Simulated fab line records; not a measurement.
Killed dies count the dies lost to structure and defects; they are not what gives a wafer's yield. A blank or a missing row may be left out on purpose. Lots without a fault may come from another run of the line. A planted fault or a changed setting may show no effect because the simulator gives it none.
A single fault, viewed from 2 desks    flow gf180mcu    only its own numbers are on each desk; what lay behind them is given at the end

AT THE TOOL OWNER'S DESK: plasma-asher-03
The tool's own readings at GF_MVPSD_STRIP_10 (strips in O2/N2): means of the sampled wafers that have a number, for each lot that ran on this tool. Marked OUT: a lot whose mean sits more than 4 standard deviations from the usual mean, which makes it out of limits; the brackets give that distance.
Columns: A = drypump-motor-current-A at GF_MVPSD_STRIP_10, usual 5.8 A; B = heater-power-w at GF_MVPSD_STRIP_10, usual 356 W; C = oes-product-au at GF_MVPSD_STRIP_10, usual 0.723 a.u.; D = strip-time-to-endpoint-s at GF_MVPSD_STRIP_10, usual 36.91 s
lot   first seen here  A    B    C                D
L549  day 6 01:12      5.6  342  0.727            36.87
L555  day 7 12:03      5.8  353  0.970 (+55) OUT  -
L565  day 10 00:04     5.6  339  0.727            37.01
L566  day 10 06:22     5.8  355  0.723            36.86
This desk finds L555 out of limits, L555 being first, at day 7 12:03 (oes-product-au at GF_MVPSD_STRIP_10). L549, L565, L566: within limits.

METROLOGY DESK
Lot by lot, what the gauges showed, no matter which tool ran the lot: averages of those sampled wafers that carry a number. Marked OUT: a lot whose mean sits more than 4 standard deviations from the usual mean, which makes it out of limits; the brackets give that distance.
Columns: A = VT_IMPLANT_TW at GF_VT_IMPLANT_TW_MEAS_10, usual 565; B = NWELL_RS at GF_VT_IMPLANT_RS_MEAS_47, usual 488.2 ohm/sq
lot   first seen here  A                     B
L546  day 5 20:50      562                   489.2
L547  day 6 01:43      563                   488.3
L548  day 6 08:58      563                   487.2
L549  day 6 16:25      565                   489.1
L551  day 7 04:44      566                   489.5
L552  day 7 14:26      562                   488.7
L555  day 8 04:31      30 (-99 or more) OUT  489.0
L562  day 9 22:46      564                   487.9
L564  day 10 12:16     560                   487.1
L565  day 10 17:34     574                   486.4
L566  day 10 23:56     560                   490.0
L567  day 11 04:43     561                   487.1
L568  day 11 14:01     573                   488.7
Per this desk, out of limits: L555; the first was L555, day 8 04:31 (VT_IMPLANT_TW at GF_VT_IMPLANT_TW_MEAS_10). L546, L547, L548, L549, L551, L552, L562, L564, L565, L566, L567, L568: within limits.

ALL TOGETHER
The tool owner's desk could have raised an alarm at day 7 12:03, on L555.
At day 8 04:31 the metrology desk could have sounded an alarm, on L555.
The lots listed all ran GF_MVPSD_STRIP_10 on plasma-asher-03.

WHAT THE SIMULATOR HAD PUT IN
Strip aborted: plasma-asher-03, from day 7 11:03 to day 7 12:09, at GF_MVPSD_STRIP_10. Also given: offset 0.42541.
Struck lots among those shown: L555.
Time in hours from fault onset to the first out-of-limits reading at each desk: tool owner's desk 1, metrology desk 17.
